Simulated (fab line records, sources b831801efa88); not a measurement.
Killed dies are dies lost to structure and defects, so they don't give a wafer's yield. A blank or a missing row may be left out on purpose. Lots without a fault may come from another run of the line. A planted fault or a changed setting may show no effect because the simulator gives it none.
Which tool did it? | flow gf180mcu | 13 lots, 39 wafers sampled, at 4 steps of a route of 602

WHAT THE GAUGES READ, wafer by wafer
GF_V3_CD_MEAS_14: target cd 260 nm.
lot  | measured     | on        | cd_nm (nm)
L903 | day 22 10:51 | cd_sem-02 | 262.3 261.2 261.3
L904 | day 22 16:58 | cd_sem-01 | 259.4 259.9 259.0
L905 | day 23 04:17 | cd_sem-02 | 259.1 259.2 259.4
L907 | day 23 23:55 | cd_sem-01 | 265.9 267.2 265.0
L908 | day 24 08:43 | cd_sem-01 | 266.7 266.3 266.4
L910 | day 25 03:57 | cd_sem-01 | 259.0 259.0 258.5
L916 | day 27 01:57 | cd_sem-02 | 256.8 258.3 257.3
L918 | day 27 16:58 | cd_sem-01 | 259.1 260.5 260.5
L919 | day 27 21:23 | cd_sem-02 | 257.9 257.8 257.5
L921 | day 28 07:13 | cd_sem-01 | 258.2 258.7 258.0
L922 | day 28 17:10 | cd_sem-02 | 260.1 260.1 259.6
L925 | day 29 08:55 | cd_sem-01 | 258.4 257.1 257.1
L926 | day 29 17:04 | cd_sem-02 | 260.8 259.3 258.9

GF_V3_OVL_MEAS_15.
lot  | measured     | on         | V3_OVL (nm)
L903 | day 22 10:58 | overlay-02 | -2 3 13
L904 | day 22 17:05 | overlay-02 | -1 -7 -9
L905 | day 23 04:23 | overlay-02 | 5 -4 5
L907 | day 24 00:02 | overlay-02 | -2 -2 -6
L908 | day 24 08:50 | overlay-02 | 8 -2 6
L910 | day 25 04:04 | overlay-02 | -2 -9 3
L916 | day 27 02:04 | overlay-01 | -12 -13 -5
L918 | day 27 17:05 | overlay-02 | 2 8 -1
L919 | day 27 21:29 | overlay-01 | -2 1 5
L921 | day 28 07:20 | overlay-01 | -2 -7 -4
L922 | day 28 17:17 | overlay-01 | -1 5 4
L925 | day 29 09:02 | overlay-02 | 7 -1 -5
L926 | day 29 17:10 | overlay-01 | -9 1 2

WHICH TOOL RAN EACH LOT (tool, then ch and the chambers of the sampled wafers, then the start)
lot  | GF_M3_SPUTTER_04             | GF_V3_PEB_12
L903 | pvd_sputter-03, day 20 09:46 | litho_track-04 ch 0, day 22 10:30
L904 | pvd_sputter-04, day 20 16:53 | litho_track-03 ch 0, day 22 16:37
L905 | pvd_sputter-02, day 21 04:19 | litho_track-03 ch 0, day 23 03:57
L907 | pvd_sputter-02, day 22 00:14 | litho_track-03 ch 0, day 23 23:31
L908 | pvd_sputter-04, day 22 10:17 | litho_track-03 ch 0, day 24 08:22
L910 | pvd_sputter-03, day 23 06:16 | litho_track-04 ch 0, day 25 03:36
L916 | pvd_sputter-03, day 25 06:38 | litho_track-04 ch 0, day 27 01:36
L918 | pvd_sputter-04, day 25 22:29 | litho_track-01 ch 0, day 27 16:37
L919 | pvd_sputter-02, day 26 02:52 | litho_track-03 ch 0, day 27 21:03
L921 | pvd_sputter-02, day 26 13:22 | litho_track-03 ch 0, day 28 06:52
L922 | pvd_sputter-03, day 26 23:46 | litho_track-03 ch 0, day 28 16:49
L925 | pvd_sputter-04, day 27 16:50 | litho_track-03 ch 0, day 29 08:34
L926 | pvd_sputter-04, day 28 00:46 | litho_track-04 ch 0, day 29 16:44
- GF_M3_SPUTTER_04: material TiN, target thk 50 nm, time 41.7 s.
- GF_V3_PEB_12: peb time 90 s.

WHAT THE TOOLS THEMSELVES READ (means of the sampled wafers that have a number; where no wafer has one, the mark that the record gives instead)
GF_M3_SPUTTER_04.
lot  | tool           | throttle_valve_pct (%)
L903 | pvd_sputter-03 | 29.8
L904 | pvd_sputter-04 | 28.8
L905 | pvd_sputter-02 | 30.6
L907 | pvd_sputter-02 | 31.2
L908 | pvd_sputter-04 | 29.8
L910 | pvd_sputter-03 | 29.2
L916 | pvd_sputter-03 | 29.0
L918 | pvd_sputter-04 | 28.0
L919 | pvd_sputter-02 | 31.2
L921 | pvd_sputter-02 | 31.2
L922 | pvd_sputter-03 | 29.5
L925 | pvd_sputter-04 | 28.7
L926 | pvd_sputter-04 | 29.8

GF_V3_PEB_12.
lot  | tool           | heater_power_total_W (W) | plate_temp_C (C)
L903 | litho_track-04 | 85.60                    | 135.20
L904 | litho_track-03 | 85.70                    | 134.94
L905 | litho_track-03 | 85.66                    | 135.00
L907 | litho_track-03 | 87.36                    | 137.18
L908 | litho_track-03 | 87.38                    | 137.23
L910 | litho_track-04 | 85.72                    | 134.96
L916 | litho_track-04 | 85.61                    | 134.77
L918 | litho_track-01 | 85.63                    | 135.06
L919 | litho_track-03 | 85.65                    | 135.07
L921 | litho_track-03 | 85.70                    | 134.94
L922 | litho_track-03 | 85.66                    | 134.94
L925 | litho_track-03 | 85.73                    | 134.94
L926 | litho_track-04 | 85.79                    | 135.15

THE ANSWER, worked out from the rows above alone
Rule: what is usual is taken from the lots themselves. Put in order of their means at a reading, lots are off if they are a third of the lots or fewer, leave a main group of 4 or more, and stand apart from it by a gap of 3 or more times the standard deviation of the main group's means; of several such gaps the widest counts. A main group whose means are all the same, to the digits that the tables above print for the reading, isn't used. A lot without any number at a reading at which 4 lots or more have one is off too. The other lots that the step has rows for count as sound. The gauges are gone through in route order, then the tools' own readings, and for those a lot's mean is taken as printed above. The first step at which some lot is off is used, and at that step the reading that is off furthest; a lot without a number counts as furthest.
Off: L907, L908, at GF_V3_CD_MEAS_14 (cd_nm). The main group: mean 259.1 nm, standard deviation 1.2.
A tool fits if, at a process step before that reading, it ran every lot that is off, and no sound lot after the first of them. The gauges at GF_V3_CD_MEAS_14 aren't tried: what is off there is off at GF_V3_PEB_12 too, on other tools, and a gauge's error can't cause that. None of those tried fits.

WHAT THE SIMULATOR HAD PUT IN
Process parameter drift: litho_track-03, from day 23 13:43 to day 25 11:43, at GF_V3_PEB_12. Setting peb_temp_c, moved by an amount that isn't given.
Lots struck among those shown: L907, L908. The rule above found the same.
